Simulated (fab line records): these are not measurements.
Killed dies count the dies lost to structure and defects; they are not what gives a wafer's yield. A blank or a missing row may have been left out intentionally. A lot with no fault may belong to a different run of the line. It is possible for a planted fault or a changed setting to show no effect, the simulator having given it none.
Matching of chambers || flow gf180mcu || GF_V1_CVD_02 on pecvd-03 has 3 sister chambers
The step deposits SiO2 from TEOS, target thk 850 nm, time 94.851 s. 14 wafers are shown with their chamber, then 7 later ones without.

WAFERS WITH THEIR CHAMBER
{"wafer": "L420.2", "chamber": 0, "heaterPowerW (W)": 759, "susceptorTempC (C)": 400.05, "rfFwdPowerW (W)": 592.9}
{"wafer": "L420.5", "chamber": 1, "heaterPowerW (W)": 785, "susceptorTempC (C)": 400.02, "rfFwdPowerW (W)": 596.1}
{"wafer": "L420.6", "chamber": 0, "heaterPowerW (W)": 641, "susceptorTempC (C)": 399.97, "rfFwdPowerW (W)": 596.1}
{"wafer": "L422.1", "chamber": 1, "heaterPowerW (W)": 789, "susceptorTempC (C)": 399.88, "rfFwdPowerW (W)": 596.2}
{"wafer": "L422.3", "chamber": 1, "heaterPowerW (W)": 866, "susceptorTempC (C)": 400.02, "rfFwdPowerW (W)": 596.7}
{"wafer": "L422.6", "chamber": 1, "heaterPowerW (W)": 815, "susceptorTempC (C)": 400.05, "rfFwdPowerW (W)": 597.4}
{"wafer": "L426.3", "chamber": 2, "heaterPowerW (W)": 610, "susceptorTempC (C)": 399.98, "rfFwdPowerW (W)": 598.0}
{"wafer": "L426.4", "chamber": 0, "heaterPowerW (W)": 694, "susceptorTempC (C)": 400.26, "rfFwdPowerW (W)": 596.1}
{"wafer": "L426.6", "chamber": 2, "heaterPowerW (W)": 649, "susceptorTempC (C)": 399.85, "rfFwdPowerW (W)": 596.1}
{"wafer": "L429.2", "chamber": 0, "heaterPowerW (W)": 743, "susceptorTempC (C)": 400.14, "rfFwdPowerW (W)": 597.7}
{"wafer": "L429.3", "chamber": 1, "heaterPowerW (W)": 789, "susceptorTempC (C)": 400.01, "rfFwdPowerW (W)": 594.9}
{"wafer": "L429.5", "chamber": 1, "heaterPowerW (W)": 828, "susceptorTempC (C)": 400.11, "rfFwdPowerW (W)": 597.6}
{"wafer": "L432.1", "chamber": 2, "heaterPowerW (W)": 550, "susceptorTempC (C)": 399.88, "rfFwdPowerW (W)": 592.8}
{"wafer": "L432.4", "chamber": 2, "heaterPowerW (W)": 618, "susceptorTempC (C)": 400.02, "rfFwdPowerW (W)": 593.7}

SIGNATURES, as means of the wafers listed above
{"reading": "heaterPowerW", "chamber 0": 709.25, "chamber 1": 812.00, "chamber 2": 606.75, "scatter within a chamber": 41.1}
{"reading": "susceptorTempC", "chamber 0": 400.1050, "chamber 1": 400.0150, "chamber 2": 399.9325, "scatter within a chamber": 0.0927}
{"reading": "rfFwdPowerW", "chamber 0": 595.700, "chamber 1": 596.483, "chamber 2": 595.150, "scatter within a chamber": 1.75}
Rule: for a wafer and a chamber, the distance is found by dividing, reading by reading, the gap between the wafer's reading and the chamber's mean by the reading's scatter, squaring, summing and taking the root. The wafer belongs to the nearest chamber; if the next one is less than 2 further off, it can't be placed. The scatter: take each reading less its chamber's mean, square it, sum over the shown wafers, divide by the number of wafers less the number of chambers, and take the root.

WAFERS WITHOUT THEIR CHAMBER
{"wafer": "L432.5", "heaterPowerW (W)": 792, "susceptorTempC (C)": 399.82, "rfFwdPowerW (W)": 595.1}
{"wafer": "L438.3", "heaterPowerW (W)": 669, "susceptorTempC (C)": 400.26, "rfFwdPowerW (W)": 596.1}
{"wafer": "L438.5", "heaterPowerW (W)": 680, "susceptorTempC (C)": 400.13, "rfFwdPowerW (W)": 596.1}
{"wafer": "L438.6", "heaterPowerW (W)": 711, "susceptorTempC (C)": 400.19, "rfFwdPowerW (W)": 597.2}
{"wafer": "L441.1", "heaterPowerW (W)": 569, "susceptorTempC (C)": 399.82, "rfFwdPowerW (W)": 596.7}
{"wafer": "L441.3", "heaterPowerW (W)": 787, "susceptorTempC (C)": 400.14, "rfFwdPowerW (W)": 598.5}
{"wafer": "L441.5", "heaterPowerW (W)": 733, "susceptorTempC (C)": 399.92, "rfFwdPowerW (W)": 593.9}

THE CHAMBER EACH PASSED THROUGH
{"wafer": "L432.5", "from the rows above": "can't be placed: 1 or 0", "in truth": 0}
{"wafer": "L438.3", "from the rows above": "can't be placed: 0 or 2", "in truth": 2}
{"wafer": "L438.5", "from the rows above": 0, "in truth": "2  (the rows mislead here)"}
{"wafer": "L438.6", "from the rows above": "can't be placed: 0 or 1", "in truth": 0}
{"wafer": "L441.1", "from the rows above": 2, "in truth": 2}
{"wafer": "L441.3", "from the rows above": "can't be placed: 1 or 0", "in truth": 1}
{"wafer": "L441.5", "from the rows above": "can't be placed: 0 or 1 or 2", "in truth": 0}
1 of 7 placed correctly. Unplaceable from these rows: 5, with the true chamber sitting among the candidates in 5. 1 placed wrongly.
